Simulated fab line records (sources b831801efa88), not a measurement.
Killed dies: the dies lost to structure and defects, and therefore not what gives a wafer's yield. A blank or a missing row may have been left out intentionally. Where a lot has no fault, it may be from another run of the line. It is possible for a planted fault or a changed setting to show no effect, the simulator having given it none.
Matching of chambers    flow gf180mcu    4 sister chambers for GF_CONTACT_CMP_27 on cmp-02
The step polishes, stops on SiO2, t overpolish 15 s, target thk 0 nm. 16 wafers are shown with their chamber, then 8 later ones without.

WAFERS PAIRED WITH THEIR CHAMBERS
wafer   chamber  motor current A (A)  time to endpoint s (s)  overpolish run s (s)
L467.2  3        12.1                 71                      15.003
L467.4  0        11.9                 73                      15.000
L467.6  3        12.6                 73                      15.002
L475.1  0        11.2                 71                      15.018
L475.2  2        11.3                 69                      14.999
L475.5  0        11.8                 70                      14.989
L477.1  2        11.3                 72                      15.002
L477.3  0        11.7                 73                      14.997
L477.5  0        11.5                 76                      15.005
L480.1  2        10.4                 75                      15.012
L480.3  0        11.7                 74                      15.023
L480.5  2        11.3                 77                      14.988
L483.2  1        9.7                  69                      15.012
L483.3  3        11.7                 67                      15.006
L483.5  2        10.8                 68                      15.009
L485.2  3        11.7                 73                      14.998

SIGNATURES (averages over the wafers above)
reading             chamber 0  chamber 1  chamber 2  chamber 3  scatter within a chamber
motor current A     11.633     9.700      11.020     12.025     0.357
time to endpoint s  72.83      69.00      72.20      71.00      2.97
overpolish run s    15.00533   15.01200   15.00200   15.00225   0.0101
Rule: for each reading, subtract the chamber's mean from the wafer's reading, divide by that reading's scatter and square the result; add these up over the readings and take the root, which gives the wafer's distance from the chamber. If the next closest chamber is less than 2 further off than the closest, the wafer can't be placed; otherwise it belongs to the closest. How the scatter is found: for the shown wafers, subtract from each reading the mean of its chamber, square and add these, divide the total by (wafers less chambers), then take the root.

WAFERS MISSING THEIR CHAMBER
wafer   motor current A (A)  time to endpoint s (s)  overpolish run s (s)
L485.4  9.4                  74                      15.006
L485.6  9.0                  75                      14.991
L486.3  11.8                 70                      15.002
L486.4  9.8                  72                      15.002
L486.6  12.3                 71                      14.999
L488.1  11.8                 70                      15.001
L488.2  10.9                 77                      14.999
L488.3  11.8                 76                      15.014

EACH ONE'S CHAMBER
wafer   from the rows above           in truth
L485.4  1                             1
L485.6  1                             1
L486.3  can't be placed: 3 or 0 or 2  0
L486.4  can't be placed: 1 or 2       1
L486.6  can't be placed: 3 or 0       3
L488.1  can't be placed: 3 or 0 or 2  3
L488.2  can't be placed: 2 or 0       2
L488.3  can't be placed: 0 or 3 or 2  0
Correct placement for 2 of the 8. From these rows, 6 cannot be placed; in 6 the true chamber is one of the candidates. Wrongly placed: 0.
